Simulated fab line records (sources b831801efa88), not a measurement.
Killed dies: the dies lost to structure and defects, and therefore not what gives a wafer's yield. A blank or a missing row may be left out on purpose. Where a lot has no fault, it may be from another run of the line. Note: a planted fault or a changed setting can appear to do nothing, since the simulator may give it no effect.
fab line records	flow sfq-line
record lots=14	wafers=42	last-day=80
route steps=325 shown I2@107 M3@131 A5B@211 R5@212
lots with no fault: from the same line, run without faults
start-h: start of the lot's first displayed wafer, in hours after the record's first day	wait-h: hours since the lot's step before	" same as the row above	L1.1+2: several wafers, shown together as one row	- either no value or no given start	* or withheld: withheld	< > ~ a bound
route shown NAME@n: NAME is a module with steps in the file, n the number in the route of the first one	usual: mean/standard deviation taken from wafers without a fault	same: alike in all rows	chamber/n: place in a boat	sites: each site's reading	_std_site: standard deviation across them	_edge_site: mean of outer sites minus mean of inner sites	radius-mm: for every site, how far away it sits from the centre of the wafer	mask NAME#n: copy n	behind: tool/chamber where the wafer was last shaped	hold: the reason the lot was held/the length of the hold in hours/how it ended	device: the transistor (n, p or np) that didn't switch	end of line: tests of these same wafers at the route's end	step lacking rows: just its recipe	killed: count of dies lost to structure and defects at first sort (not the wafer's yield)	map: a wafer's dies, x killed, . not, _ none there
set.NAME: the setting the step ran with; set.NAME@STEP: the setting that earlier step ran with	model.NAME: the simulator's own value behind a step, which no gauge read
a sample of lots followed through the steps of the route, with each step as a table and each wafer as a row
services: the hour from which a tool's chamber was out of use, counted from the record's first day as start-h (under 0 if before that day), plus the number of hours and why
## steps
# step SFQ_TRILAYER_I2_VIA_LITHO_COAT_072
# recipe resist=BARC	spin-rpm=3000	resist-thk-nm=62
lot.wafer	tool	chamber	start-h	wait-h
L471.1+3+4	litho-track-02	0	414.75	1.0
L472.1+5+6	litho-track-03	0	417.75	1.0
L475.4+5+6	litho-track-02	0	454.69	0.6
L478.1+3+5	litho-track-02	0	481.21	1.0
L479.3+4+5	litho-track-02	0	487.64	0.7
L485.1+3+6	litho-track-03	0	543.28	1.0
L486.2+4+6	litho-track-03	0	548.39	0.8
L487.1+2+5	litho-track-03	0	549.28	1.0
L488.3+5+6	litho-track-04	0	564.38	0.7
L489.1+4+6	litho-track-02	0	569.34	1.0
L490.2+3+5	litho-track-02	0	582.33	0.8
L491.2+4+5	litho-track-02	0	594.33	0.8
L492.1+2+6	litho-track-02	0	605.40	1.0
L493.2+4+6	litho-track-02	0	612.39	0.8
# step SFQ_TRILAYER_I2_VIA_BARC_OPEN_VIA_ETCH_096
# recipe mask-material=PR	chemistry=O2	target-depth-nm=125	target=BARC	source-w=500	bias-w=80	pressure-mtorr=30	time-s=41.7
# usual bias-w=80.00/0.23	drypump-motor-current-A=5.9/0.38	oes-product-au=0.685/0.0047
lot.wafer	tool	chamber	start-h	wait-h	bias-w	drypump-motor-current-A	oes-product-au	rf-hours-counter-h
L471.1	rie-diel-01	0	527.07	0.0	79.79	5.6	0.685	11
L471.3	"	2	"	"	79.77	5.8	0.685	11
L471.4	"	3	"	"	80.03	6.1	0.684	10
L472.1	rie-diel-02	1	530.67	0.0	80.05	5.4	0.694	6
L472.5	"	1	"	"	80.24	5.4	0.691	-
L472.6	"	0	"	"	79.64	6.1	0.683	-
L475.4	rie-diel-04	1	566.01	0.0	79.83	6.6	0.681	44
L475.5	"	2	"	"	80.13	6.0	0.681	-
L475.6	"	3	"	"	79.86	5.3	0.687	-
L478.1	rie-diel-04	1	587.61	0.0	80.36	6.6	0.694	44
L478.3	"	0	"	"	80.27	5.7	0.700	82
L478.5	"	3	"	"	79.93	5.3	0.698	-
L479.3	rie-diel-04	1	595.26	0.0	79.59	6.6	0.711	45
L479.4	"	3	"	"	80.29	5.3	0.688	-
L479.5	"	2	"	"	79.79	6.0	0.693	-
L485.1	rie-diel-01	3	641.51	0.0	80.08	6.2	0.684	12
L485.3	"	2	"	"	80.01	5.8	0.688	13
L485.6	"	1	"	"	80.25	5.8	0.687	-
L486.2	rie-diel-04	3	648.26	0.0	79.62	5.3	0.680	36
L486.4	"	1	"	"	80.04	6.6	0.684	45
L486.6	"	3	"	"	80.06	5.3	0.681	-
L487.1	rie-diel-01	3	650.66	0.0	80.29	6.1	0.686	13
L487.2	"	1	"	"	80.07	5.8	0.681	40
L487.5	"	2	"	"	80.32	5.8	0.681	-
L488.3	rie-diel-01	1	665.81	0.0	79.82	5.8	0.680	40
L488.5	"	1	"	"	80.09	5.8	0.678	-
L488.6	"	2	"	"	80.00	5.8	0.681	-
L489.1	rie-diel-02	3	670.61	0.0	80.38	5.8	0.680	19
L489.4	"	0	"	"	80.10	6.1	0.686	15
L489.6	"	0	"	"	80.52	6.0	0.686	-
L490.2	rie-diel-04	1	685.01	0.0	79.79	6.6	0.679	46
L490.3	"	2	"	"	79.71	6.0	0.690	16
L490.5	"	2	"	"	80.13	6.0	0.682	-
L491.2	rie-diel-02	2	697.01	0.0	79.93	5.8	0.696	2
L491.4	"	0	"	"	79.92	6.1	0.688	16
L491.5	"	0	"	"	79.90	6.0	0.690	-
L492.1	rie-diel-04	1	706.61	0.0	79.93	6.6	0.683	46
L492.2	"	0	"	"	80.17	5.7	0.681	2
L492.6	"	1	"	"	80.10	6.6	0.685	-
L493.2	rie-diel-04	0	711.41	0.0	79.95	5.7	0.686	2
L493.4	"	1	"	"	80.31	6.5	0.681	46
L493.6	"	2	"	"	79.97	6.0	0.687	-
# step SFQ_TRILAYER_M3_STRIP_STRIP_079
# recipe gas=O2	power-w=200	platen-temp-c=40	overash-fraction=0.65	chemistry=O2	pressure-mtorr=50
# usual drypump-motor-current-A=5.19/0.16	he-backside-leak-sccm=3.47/0.15	oes-product-au=1.007/0.012
lot.wafer	tool	chamber	start-h	wait-h	drypump-motor-current-A	he-backside-leak-sccm	oes-product-au	rf-hours-counter-h
L471.1	rie-metal-01	1	627.29	0.1	5.15	3.42	1.013	52
L471.3	"	0	"	"	5.08	3.36	1.010	-
L471.4	"	1	"	"	5.16	3.58	1.015	-
L472.1	rie-metal-03	1	629.69	0.1	5.41	3.36	1.012	18
L472.5	"	0	"	"	5.30	3.33	1.009	-
L472.6	"	1	"	"	5.42	3.43	1.015	-
L475.4	rie-metal-01	1	669.79	0.2	5.15	3.32	1.021	-
L475.5	"	0	"	"	5.07	3.39	1.011	-
L475.6	"	1	"	"	5.16	3.39	1.024	-
L478.1	rie-metal-04	1	692.39	0.1	4.86	3.56	0.986	76
L478.3	"	1	"	"	4.83	3.66	0.994	-
L478.5	"	0	"	"	5.08	3.33	1.000	-
L479.3	rie-metal-01	0	699.79	0.2	5.06	3.33	1.006	-
L479.4	"	1	"	"	5.14	3.62	1.032	-
L479.5	"	0	"	"	5.05	3.50	1.007	-
L485.1	rie-metal-01	0	737.99	0.1	5.09	3.82	0.998	102
L485.3	"	0	"	"	5.09	3.60	0.999	-
L485.6	"	1	"	"	5.17	3.67	1.033	-
L486.2	rie-metal-03	1	743.99	0.1	5.43	3.49	1.018	40
L486.4	"	0	"	"	5.29	3.52	1.009	-
L486.6	"	0	"	"	5.32	3.66	1.001	-
L487.1	rie-metal-03	1	746.39	0.1	5.38	3.41	1.017	41
L487.2	"	0	"	"	5.31	3.47	1.013	49
L487.5	"	1	"	"	5.40	3.55	1.014	-
L488.3	rie-metal-01	0	759.79	0.2	5.06	3.33	1.021	-
L488.5	"	0	"	"	5.07	3.33	1.016	-
L488.6	"	1	"	"	5.19	3.56	1.016	-
L489.1	rie-metal-01	1	764.39	0.1	5.16	3.58	1.023	78
L489.4	"	1	"	"	5.16	3.50	1.020	-
L489.6	"	0	"	"	5.07	3.21	1.008	-
L490.2	rie-metal-01	1	779.89	0.1	5.19	3.57	1.019	80
L490.3	"	1	"	"	5.18	3.64	1.013	-
L490.5	"	1	"	"	5.20	3.50	1.032	-
L491.2	rie-metal-01	1	787.09	0.1	5.15	3.61	1.036	82
L491.4	"	1	"	"	5.17	3.77	1.031	-
L491.5	"	1	"	"	5.15	3.63	1.016	-
L492.1	rie-metal-03	1	793.09	0.1	5.41	3.46	1.003	49
L492.2	"	0	"	"	5.32	3.43	0.989	57
L492.6	"	0	"	"	5.32	3.40	0.984	-
L493.2	rie-metal-04	0	796.69	0.1	5.06	3.38	1.007	71
L493.4	"	0	"	"	5.06	3.38	1.014	-
L493.6	"	1	"	"	4.84	3.56	0.994	-
# step SFQ_TRILAYER_A5B_METRO_MEASURE_131
# usual thk-nm=342/7.3
lot.wafer	tool	chamber	start-h	wait-h	thk-nm
L471.1	film-metro-04	-	1103.70	1.5	340
L471.3	"	-	"	"	356
L471.4	"	-	"	"	347
L472.1	film-metro-02	-	1106.70	1.5	336
L472.5	"	-	"	"	337
L472.6	"	-	"	"	344
L475.4	film-metro-04	-	1134.51	3.1	347
L475.5	"	-	"	"	353
L475.6	"	-	"	"	349
L478.1	film-metro-02	-	1158.54	2.0	347
L478.3	"	-	"	"	348
L478.5	"	-	"	"	351
L479.3	film-metro-02	-	1172.84	2.9	332
L479.4	"	-	"	"	333
L479.5	"	-	"	"	337
L485.1	film-metro-03	-	1372.84	1.5	330
L485.3	"	-	"	"	341
L485.6	"	-	"	"	347
L486.2	film-metro-04	-	1383.84	1.7	331
L486.4	"	-	"	"	352
L486.6	"	-	"	"	341
L487.1	film-metro-03	-	1390.84	1.5	348
L487.2	"	-	"	"	334
L487.5	"	-	"	"	333
L488.3	film-metro-03	-	1404.44	2.9	349
L488.5	"	-	"	"	351
L488.6	"	-	"	"	355
L489.1	film-metro-04	-	1414.51	2.0	340
L489.4	"	-	"	"	342
L489.6	"	-	"	"	327
L490.2	film-metro-03	-	1441.73	2.7	343
L490.3	"	-	"	"	340
L490.5	"	-	"	"	334
L491.2	film-metro-02	-	1448.00	2.7	359
L491.4	"	-	"	"	340
L491.5	"	-	"	"	361
L492.1	film-metro-03	-	1448.73	2.5	341
L492.2	"	-	"	"	343
L492.6	"	-	"	"	341
L493.2	film-metro-03	-	1456.26	1.7	341
L493.4	"	-	"	"	338
L493.6	"	-	"	"	349
# step SFQ_TRILAYER_R5_DEP_SPUTTER_132
# recipe material=Ti	base-pressure-pa=1.33e-06	target-thk-nm=5	power-w=2000	time-s=5	chamber-pressure-pa=0.4
# usual throttle-valve-pct=30.1/1.1
lot.wafer	tool	chamber	start-h	wait-h	throttle-valve-pct
L471.1	pvd-sputter-03	-	1104.90	1.0	31.2
L471.3	"	-	"	"	28.6
L471.4	"	-	"	"	30.5
L472.1	pvd-sputter-03	-	1107.90	1.0	30.5
L472.5	"	-	"	"	30.8
L472.6	"	-	"	"	30.5
L475.4	pvd-sputter-03	-	1135.11	0.4	30.0
L475.5	"	-	"	"	30.1
L475.6	"	-	"	"	30.3
L478.1	pvd-sputter-03	-	1159.74	1.0	31.1
L478.3	"	-	"	"	30.5
L478.5	"	-	"	"	30.9
L479.3	pvd-sputter-05	-	1173.64	0.6	30.9
L479.4	"	-	"	"	31.8
L479.5	"	-	"	"	32.2
L485.1	pvd-sputter-06	-	1374.04	1.0	28.3
L485.3	"	-	"	"	28.5
L485.6	"	-	"	"	29.2
L486.2	pvd-sputter-06	-	1384.84	0.8	29.2
L486.4	"	-	"	"	30.9
L486.6	"	-	"	"	28.4
L487.1	pvd-sputter-06	-	1392.04	1.0	30.7
L487.2	"	-	"	"	28.4
L487.5	"	-	"	"	29.4
L488.3	pvd-sputter-06	-	1405.24	0.6	29.1
L488.5	"	-	"	"	28.3
L488.6	"	-	"	"	29.4
L489.1	pvd-sputter-03	-	1415.71	1.0	29.9
L489.4	"	-	"	"	28.7
L489.6	"	-	"	"	31.3
L490.2	pvd-sputter-03	-	1442.73	0.8	30.1
L490.3	"	-	"	"	28.7
L490.5	"	-	"	"	28.8
L491.2	pvd-sputter-06	-	1449.00	0.8	28.5
L491.4	"	-	"	"	31.0
L491.5	"	-	"	"	28.5
L492.1	pvd-sputter-05	-	1449.93	1.0	30.3
L492.2	"	-	"	"	31.0
L492.6	"	-	"	"	31.6
L493.2	pvd-sputter-05	-	1457.26	0.8	31.8
L493.4	"	-	"	"	30.6
L493.6	"	-	"	"	30.5
## services
tool	chamber	start-h	hours	kind
rie-diel-04	1	394.75	9.5	repair
rie-diel-04	0	437.32	11.5	repair
rie-metal-01	-	480.21	28.1	pm
rie-diel-04	0	544.16	1.6	repair
rie-diel-04	-	558.42	0.5	repair
rie-diel-04	0	593.92	4.2	repair
rie-diel-04	1	615.99	23.8	repair
rie-diel-04	0	725.00	1.3	repair
rie-diel-04	-	742.44	0.2	repair
rie-diel-04	-	839.52	2.8	pm
rie-diel-04	-	851.07	4.6	repair
rie-diel-04	3	904.73	4.6	repair
rie-metal-01	-	926.83	2.8	pm
rie-diel-04	1	959.94	5.1	repair
rie-diel-04	3	986.86	9.5	repair
rie-diel-04	-	993.42	0.9	repair
rie-metal-01	-	1025.45	1.4	pm
rie-metal-01	0	1056.92	15.5	repair
rie-diel-04	1	1160.02	1.8	repair
rie-diel-04	1	1176.18	19.4	repair
rie-diel-04	3	1197.98	3.8	repair
rie-metal-01	1	1281.49	6.9	repair
rie-metal-01	-	1379.99	0.9	repair
rie-metal-01	-	1420.45	0.4	repair
## key
first-sign step=SFQ_TRILAYER_I2_VIA_BARC_OPEN_VIA_ETCH_096	reading=oes-product-au	direction=up	sigmas=2.7	usual=0.685	struck=0.697
effect none on later readings
met-at SFQ_TRILAYER_I2_VIA_LITHO_COAT_072
struck-lots L478,L479
not-acting-at SFQ_TRILAYER_M3_STRIP_STRIP_079,SFQ_TRILAYER_A5B_METRO_MEASURE_131,SFQ_TRILAYER_R5_DEP_SPUTTER_132
onset-between 454.69 481.21
fault kind=process-parameter-drift	tool=litho-track-02	chamber=-	onset-h=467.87	steps=SFQ_TRILAYER_I2_VIA_LITHO_COAT_072	channel=resist-thk-nm	offset=2.144	shape=step	end-h=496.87	acts-in=these-recipes-only	stated=62
